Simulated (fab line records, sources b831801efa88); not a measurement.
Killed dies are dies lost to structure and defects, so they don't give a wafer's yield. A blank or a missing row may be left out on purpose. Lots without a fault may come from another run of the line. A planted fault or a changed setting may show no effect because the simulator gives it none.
fab line records | flow sky130
record lots=13 wafers=39 last_day=50
route steps=708 shown VT_ADJUST_LVTN@106 POLY_GATE@223 CONTACT@411 METAL2@484 PAD_OPEN@708
lots that met no fault: from a run of the same line without faults
start_h: hours from the record's first day to the start of the lot's first wafer shown | wait_h: hours since the lot's step before | " the same as in the row above | L1.1+2: a row that stands for several wafers | - no value, or no start given | * or withheld: withheld | < > ~ a bound
route shown NAME@n: a module of which the file shows steps, and the number in the route of the first | usual: mean/standard deviation of fault-free wafers | same: alike in all rows | chamber/n: place in a boat | sites: the reading at each site | _std_site: their standard deviation | _edge_site: outer sites' mean less inner sites' | radius_mm: how far each site lies from the wafer's centre | mask NAME#n: copy n | behind: the tool/chamber that last shaped the wafer | hold: why the lot was held/for how many hours/how that ended | device: the transistor (n, p or np) that didn't switch | end of line: the same wafers' tests at the end of the route | a step without rows: its recipe alone | killed: dies lost to structure and defects at the first sort, not the wafer's yield | map: a wafer's dies, x killed, . not, _ none there
set.NAME: the setting as run; set.NAME@STEP: as run at that earlier step | model.NAME: the simulator's own value behind a step, which no gauge read
steps of the route over a sample of lots; a table a step, a row a wafer
services: from which hour (start_h, from the record's first day; less than 0 if before it) a tool's chamber was out of use, for how many hours, and why
## steps
# step SKY_VT_ADJUST_LVTN_STRIP_09
# recipe chemistry=O2/N2 power_w=1400 pressure_mtorr=1500 platen_temp_c=withheld o2_flow_sccm=3000 n2_flow_sccm=300 overash_fraction=0.5
# usual drypump_motor_current_A=5.9/0.49 oes_product_au=0.722/0.0048 strip_time_to_endpoint_s=36.91/0.1
# columns lot.wafer tool chamber start_h wait_h drypump_motor_current_A oes_product_au rf_hours_counter_h strip_time_to_endpoint_s
L892.2 plasma_asher-03 1 141.41 0.1 5.5 0.717 30 36.83
L892.3 " 1 " " 5.5 0.716 - 36.93
L892.6 " 0 " " 6.7 0.720 - 36.94
L893.3 plasma_asher-01 1 148.46 0.1 5.6 0.719 - 36.95
L893.5 " 0 " " 5.3 0.726 - 36.91
L893.6 " 1 " " 5.6 0.720 - 36.79
L895.2 plasma_asher-03 0 160.47 0.1 6.7 0.728 31 36.79
L895.4 " 0 " " 6.7 0.720 - 36.84
L895.6 " 0 " " 6.7 0.720 - 36.84
L897.2 plasma_asher-03 1 171.66 0.1 5.5 0.718 32 36.95
L897.3 " 1 " " 5.6 0.729 - 36.98
L897.6 " 1 " " 5.6 0.723 - 37.01
L899.2 plasma_asher-04 0 185.39 0.1 5.9 0.726 50 36.76
L899.3 " 1 " " 6.2 0.725 - 36.87
L899.6 " 1 " " 6.2 0.729 - 36.79
L900.2 plasma_asher-03 0 190.07 0.1 6.6 0.718 34 36.86
L900.3 " 0 " " 6.7 0.721 - 36.94
L900.5 " 1 " " 5.5 0.713 - 36.92
L901.2 plasma_asher-03 1 196.06 0.1 5.6 0.716 35 37.17
L901.3 " 0 " " 6.6 0.722 - 37.03
L901.4 " 1 " " 5.5 0.726 - 37.05
L903.2 plasma_asher-04 1 211.17 0.1 6.2 0.725 52 36.72
L903.3 " 0 " " 5.9 0.716 - 36.84
L903.4 " 1 " " 6.2 0.716 - 36.74
L908.1 plasma_asher-03 0 243.77 0.1 6.7 0.715 40 36.85
L908.2 " 1 " " 5.5 0.723 40 36.79
L908.4 " 0 " " 6.6 0.721 - 36.84
L909.2 plasma_asher-03 1 253.06 0.1 5.5 0.721 40 37.04
L909.4 " 0 " " 6.7 0.730 - 37.02
L909.6 " 1 " " 5.5 0.722 - 37.01
L911.1 plasma_asher-04 1 270.86 0.1 6.2 0.721 58 37.01
L911.5 " 0 " " 5.9 0.722 - 37.02
L911.6 " 1 " " 6.2 0.724 - 37.01
L914.1 plasma_asher-01 1 285.11 0.1 5.6 0.720 59 36.66
L914.3 " 0 " " 5.3 0.715 - 36.64
L914.4 " 1 " " 5.6 0.721 - 36.68
L915.2 plasma_asher-01 1 289.36 0.1 5.6 0.726 60 36.92
L915.4 " 1 " " 5.6 0.719 - 36.93
L915.5 " 1 " " 5.6 0.725 - 36.91
# step SKY_POLY_GATE_SOFTBAKE_09
# recipe temp_c=100 time_s=90 resist=KrF-thick
# usual heater_power_total_W=57.36/0.11 plate_temp_C=100.01/0.11
# same time_s=90
# columns lot.wafer tool chamber start_h wait_h heater_power_total_W plate_temp_C
L892.2 litho_track-01 0 358 - 57.42 99.90
L892.3 " 0 " " 57.36 100.08
L892.6 " 0 " " 57.16 99.90
L893.3 litho_track-04 0 364 - 57.21 100.14
L893.5 " 0 " " 57.38 100.02
L893.6 " 0 " " 57.35 100.28
L895.2 litho_track-02 0 386 - 57.38 99.95
L895.4 " 0 " " 57.44 100.15
L895.6 " 0 " " 57.35 100.08
L897.2 litho_track-01 0 389 - 57.22 99.90
L897.3 " 0 " " 57.22 100.02
L897.6 " 0 " " 57.31 100.03
L899.2 litho_track-04 0 408 - 57.58 100.12
L899.3 " 0 " " 57.46 100.10
L899.6 " 0 " " 57.42 99.96
L900.2 litho_track-01 0 420 - 52.09 93.41
L900.3 " 0 " " 51.91 93.39
L900.5 " 0 " " 51.91 93.39
L901.2 litho_track-01 0 427 - 52.09 93.08
L901.3 " 0 " " 51.95 93.18
L901.4 " 0 " " 51.94 93.15
L903.2 litho_track-04 0 448 - 57.31 100.19
L903.3 " 0 " " 57.45 99.95
L903.4 " 0 " " 57.46 100.23
L908.1 litho_track-02 0 491 - 57.42 99.75
L908.2 " 0 " " 57.56 100.07
L908.4 " 0 " " 57.18 99.93
L909.2 litho_track-01 0 504 - 57.38 100.25
L909.4 " 0 " " 57.36 100.12
L909.6 " 0 " " 57.52 100.04
L911.1 litho_track-02 0 522 - 57.21 99.98
L911.5 " 0 " " 57.30 100.03
L911.6 " 0 " " 57.61 100.11
L914.1 litho_track-02 0 542 - 57.50 100.08
L914.3 " 0 " " 57.46 99.90
L914.4 " 0 " " 57.22 100.22
L915.2 litho_track-02 0 547 - 57.41 100.14
L915.4 " 0 " " 57.16 100.01
L915.5 " 0 " " 57.34 100.16
# step SKY_CONTACT_BOW_MEAS_05
# recipe mode=bow
# usual CONTACT_BOW=80/6.8
# columns lot.wafer tool chamber start_h wait_h CONTACT_BOW[um]
L892.2 film_metro-04 - 708.47 0.1 91
L892.3 " - " " 68
L892.6 " - " " 82
L893.3 film_metro-02 - 716.32 0.3 76
L893.5 " - " " 73
L893.6 " - " " 83
L895.2 film_metro-04 - 737.40 0.2 66
L895.4 " - " " 79
L895.6 " - " " 77
L897.2 film_metro-03 - 738.17 0.3 74
L897.3 " - " " 89
L897.6 " - " " 74
L899.2 film_metro-04 - 757.36 0.1 83
L899.3 " - " " 77
L899.6 " - " " 68
L900.2 film_metro-04 - 768.99 0.2 87
L900.3 " - " " 80
L900.5 " - " " 84
L901.2 film_metro-02 - 775.34 0.3 79
L901.3 " - " " 73
L901.4 " - " " 82
L903.2 film_metro-02 - 794.90 0.3 88
L903.3 " - " " 79
L903.4 " - " " 88
L908.1 film_metro-03 - 824.82 0.1 77
L908.2 " - " " 77
L908.4 " - " " 82
L909.2 film_metro-04 - 841.64 0.2 75
L909.4 " - " " 88
L909.6 " - " " 72
L911.1 film_metro-04 - 855.02 0.3 89
L911.5 " - " " 87
L911.6 " - " " 84
L914.1 film_metro-04 - 872.32 0.2 71
L914.3 " - " " 74
L914.4 " - " " 84
L915.2 film_metro-02 - 876.03 0.2 89
L915.4 " - " " 94
L915.5 " - " " 79
# step SKY_METAL2_SPUTTER_01
# recipe material=TiN target_thk_nm=20 power_w=6500 time_s=16.7 chamber_pressure_pa=0.4
# usual cathode_dc_power_W=6500.1/1.2 throttle_valve_pct=29.6/0.89
# same time_s=16.7
# columns lot.wafer tool chamber start_h wait_h cathode_dc_power_W throttle_valve_pct
L892.2 pvd_sputter-01 - 793.36 0.0 6501.0 30.0
L892.3 " - " " 6500.7 29.5
L892.6 " - " " 6503.3 28.5
L893.3 pvd_sputter-02 - 802.77 0.0 6500.1 28.4
L893.5 " - " " 6499.7 28.3
L893.6 " - " " 6500.5 28.6
L895.2 pvd_sputter-01 - 820.98 0.0 6498.1 30.6
L895.4 " - " " 6498.9 29.6
L895.6 " - " " 6500.7 30.3
L897.2 pvd_sputter-02 - 821.60 0.0 6501.2 28.1
L897.3 " - " " 6501.0 29.7
L897.6 " - " " 6500.1 29.3
L899.2 pvd_sputter-01 - 841.34 0.0 6500.2 28.2
L899.3 " - " " 6500.6 30.0
L899.6 " - " " 6499.7 29.7
L900.2 pvd_sputter-01 - 854.39 0.0 6499.8 30.0
L900.3 " - " " 6501.6 29.7
L900.5 " - " " 6500.4 29.8
L901.2 pvd_sputter-03 - 859.72 0.0 6499.9 29.6
L901.3 " - " " 6497.9 30.2
L901.4 " - " " 6498.8 29.7
L903.2 pvd_sputter-03 - 877.92 0.0 6500.3 29.7
L903.3 " - " " 6500.4 31.5
L903.4 " - " " 6500.8 29.7
L908.1 pvd_sputter-02 - 907.79 0.0 6499.9 28.9
L908.2 " - " " 6499.3 28.1
L908.4 " - " " 6498.1 29.8
L909.2 pvd_sputter-03 - 922.21 0.0 6499.6 30.0
L909.4 " - " " 6498.5 29.5
L909.6 " - " " 6501.5 29.5
L911.1 pvd_sputter-01 - 935.67 0.0 6498.4 30.5
L911.5 " - " " 6499.7 29.7
L911.6 " - " " 6499.8 30.7
L914.1 pvd_sputter-01 - 953.07 0.0 6498.6 28.4
L914.3 " - " " 6501.6 29.7
L914.4 " - " " 6499.8 29.8
L915.2 pvd_sputter-02 - 955.78 0.0 6498.2 28.7
L915.4 " - " " 6499.2 28.0
L915.5 " - " " 6499.0 28.6
# step SKY_PAD_OPEN_PROBE_99
# usual killed_at_M0_to_M3=43/7 killed_at_M4_up=3.1/2 killed_at_contacts=24/5.3 killed_at_front_end=15/4.2 killed_at_other=0.4/0.66 killed_dies=86/9.5 killed_open=47/7.4 killed_short=38/6.2
# same gross_dies=492 killed_at_back_side=0
# columns lot.wafer tool chamber start_h wait_h killed_at_M0_to_M3 killed_at_M4_up killed_at_contacts killed_at_front_end killed_at_other killed_dies killed_open killed_short
L901.4 prober-02 - 1127.08 0.2 36 4 25 10 1 76 46 30
# killed by level:class
L901.4 LI_CONTACT:geometric_particle:open=11 VIA2:geometric_particle:open=10 CONTACT:geometric_particle:open=9 METAL2:geometric_particle:short=7 VIA1:geometric_particle:open=5 FIELD_ISO:geometric_particle:short=4 METAL4:geometric_particle:short=4 LOCAL_INTERCONNECT:geometric_particle:short=4
## services
# columns tool chamber start_h hours kind
pvd_sputter-02 - 133.57 3.3 repair
pvd_sputter-01 - 150.21 2.7 repair
pvd_sputter-02 - 240.17 0.8 repair
pvd_sputter-02 - 289.37 4.0 repair
plasma_asher-03 - 298.33 0.4 repair
plasma_asher-03 - 300.21 1.9 repair
pvd_sputter-01 - 322.15 8.5 repair
pvd_sputter-02 - 343.37 6.4 repair
pvd_sputter-02 - 368.92 2.2 repair
plasma_asher-03 - 376.92 0.8 repair
plasma_asher-03 - 379.36 1.3 repair
pvd_sputter-02 - 407.84 1.3 repair
pvd_sputter-01 - 487.27 1.4 repair
plasma_asher-03 - 569.07 1.4 repair
plasma_asher-03 - 625.50 5.5 repair
plasma_asher-03 - 630.99 2.8 pm
pvd_sputter-02 - 638.63 9.1 repair
pvd_sputter-01 - 686.49 13.0 repair
pvd_sputter-01 - 767.06 4.4 repair
pvd_sputter-01 - 806.28 0.7 repair
plasma_asher-03 - 809.57 1.3 repair
pvd_sputter-01 - 858.52 5.7 repair
plasma_asher-03 - 898.01 3.7 repair
pvd_sputter-01 - 948.20 2.6 repair
## key
first_sign step=SKY_POLY_GATE_SOFTBAKE_09 reading=plate_temp_C direction=down sigmas=59 usual=* struck=*
effect step=SKY_POLY_GATE_SOFTBAKE_09 reading=heater_power_total_W direction=down sigmas=47 usual=* struck=*
met_at SKY_POLY_GATE_SOFTBAKE_09
struck_lots L900,L901
tester_left_out L900,L901
not_acting_at SKY_VT_ADJUST_LVTN_STRIP_09,SKY_CONTACT_BOW_MEAS_05,SKY_METAL2_SPUTTER_01
onset_between 389 420
fault kind=process_parameter_drift tool=litho_track-01 chamber=- onset_h=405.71 steps=SKY_POLY_GATE_SOFTBAKE_09 channel=temp_c offset=* shape=step end_h=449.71 acts_in=* stated=*
# tester_left_out: of these lots the tester's yield and bins aren't shown, on N5 and GAA mostly nor the transistor test; their killed dies are dies lost to structure and defects alone, not to doping, threshold or leakage, so they don't give the yield
